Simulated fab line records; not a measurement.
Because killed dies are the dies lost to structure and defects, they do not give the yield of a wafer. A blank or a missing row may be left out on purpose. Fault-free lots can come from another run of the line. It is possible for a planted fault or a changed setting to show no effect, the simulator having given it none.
Split-lot study    flow gf180mcu    on a route of 602 steps: 5 lots, 23 wafers read

ABOUT THE SPLIT
At GF_M3_SPUTTER_02 (material AlCu, target thk 450 nm, time 23.9 s), the setting time s was moved away from the recipe's 23.9 s on 8 of the 23 wafers read, by -13.4% to -4.6%. This setting was run at the recipe's value on the other wafers.

FROM THE SPLIT TO THE READING: what the file shows between them, 8 steps
- GF_M3_SPUTTER_03: material Ti, target thk 10 nm, time 6.7 s
- GF_M3_SPUTTER_04: material TiN, target thk 50 nm, time 41.7 s
- GF_M3_RS_MEAS_05: measures by four-point-probe
- GF_M3_THK_MEAS_06: measures by xrf
- GF_M3_EXPOSE_11: exposes mask Metal3, target cd 280 nm (also split here: dose mj)
- GF_M3_PEB_12: peb time 90 s
- GF_M3_DEVELOP_13: develop time 60 s
- GF_M3_CD_MEAS_14: target cd 280 nm

THE READING
oes product au, in a.u., at GF_M3_METAL_ETCH_16 (etches the open film in Cl2/BCl3, stops on SiO2, target depth 627.5 nm, time 104.6 s). Fault-free wafers of this fab line usually give 0.972 a.u., standard deviation 0.005 a.u.

wafer   tool, chamber at the split  time s as run, s  against the recipe  oes product au, a.u.  against lot-mates on the recipe
L074.1  pvd sputter-01, -           23.9              recipe              0.968                 -
L074.2  pvd sputter-01, -           22.17             -7.2%               0.935                 -0.036
L074.3  pvd sputter-01, -           22.17             -7.2%               0.950                 -0.022
L074.4  pvd sputter-01, -           23.9              recipe              0.975                 -
L074.5  pvd sputter-01, -           22.17             -7.2%               0.941                 -0.031
L077.1  pvd sputter-02, -           20.69             -13.4%              0.909                 -0.061
L077.2  pvd sputter-02, -           23.9              recipe              0.964                 -
L077.4  pvd sputter-02, -           20.69             -13.4%              0.914                 -0.056
L077.5  pvd sputter-02, -           23.9              recipe              0.976                 -
L077.6  pvd sputter-02, -           20.69             -13.4%              0.908                 -0.062
L081.1  pvd sputter-01, -           23.9              recipe              0.971                 -
L081.2  pvd sputter-01, -           23.9              recipe              0.977                 -
L081.3  pvd sputter-01, -           23.9              recipe              0.970                 -
L081.5  pvd sputter-01, -           23.9              recipe              0.970                 -
L081.6  pvd sputter-01, -           23.9              recipe              0.982                 -
L082.2  pvd sputter-04, -           23.9              recipe              0.974                 -
L082.3  pvd sputter-04, -           23.9              recipe              0.976                 -
L082.5  pvd sputter-04, -           23.9              recipe              0.976                 -
L084.1  pvd sputter-04, -           23.9              recipe              0.981                 -
L084.2  pvd sputter-04, -           22.8              -4.6%               0.955                 -0.023
L084.3  pvd sputter-04, -           23.9              recipe              0.978                 -
L084.4  pvd sputter-04, -           23.9              recipe              0.974                 -
L084.5  pvd sputter-04, -           22.8              -4.6%               0.966                 -0.012

THE FIT
A straight line over all 23 wafers: oes product au changes by +0.00465 a.u. for each +1% of time s; r = +0.97; the points scatter about the line by 0.0055 a.u.
The same after taking each lot's own level away (the mean of its wafers on the recipe; 23 wafers): +0.00436 a.u. for each +1%; r = +0.98; scatter 0.0047 a.u.
According to that fit, moving time s by its largest amount changes the reading by 0.059 a.u.
The lots' own levels span 0.9700 to 0.9777 a.u., that is 1.5 times the standard deviation above.
The two slopes are in agreement: the lot-to-lot level therefore moves the slope only a little.
Check: for one of the wafers moved furthest among these (-13.4%), held out of the fit, the line's prediction against its lot-mates is -0.0572 a.u. Against them it came out at -0.061 a.u.

OTHER SPLITS APPLIED TO THESE WAFERS
Before the reading, these wafers also passed through other splits. Each is held against what the fit with the lots' levels taken away leaves over:
other split on the same wafers  wafers away from the commonest value  r with oes product au (lot level and that fit taken away)
GF_V1_SOFTBAKE_10 time s        8                                     +0.04
GF_V1_SPUTTER_21 time s         10                                    +0.14
GF_M2_SPUTTER_03 power w        11                                    +0.23
GF_M2_COAT_09 resist thk nm     11                                    -0.19
GF_M3_EXPOSE_11 dose mj         9                                     +0.14

THE WHOLE CHAIN: every reading that the file lists as answering this split, in the file's order
step                 what it does                                                                          reading                                                                        change (the file's fit)                   r (the file's)
GF_M3_SPUTTER_02     material AlCu, target thk 450 nm, time 23.9 s                                         AlCu_of_M3_SPUTTER_02.thk nm (the simulator's own value, which no gauge read)  +4.44 nm for each +1% of the setting      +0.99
GF_M3_RS_MEAS_05     measures by four-point-probe                                                          M3_ALCU_RS                                                                     -0.000787 for each +1% of the setting     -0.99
GF_M3_THK_MEAS_06    measures by xrf                                                                       M3_ALCU_THK                                                                    +4.45 for each +1% of the setting         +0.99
GF_M3_METAL_ETCH_16  etches the open film in Cl2/BCl3, stops on SiO2, target depth 627.5 nm, time 104.6 s  oes product au                                                                 +0.0043 a.u. for each +1% of the setting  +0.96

THE FILE'S OWN FIT
oes product au changes by +0.0043 a.u. for each +1% of time s, r = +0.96.
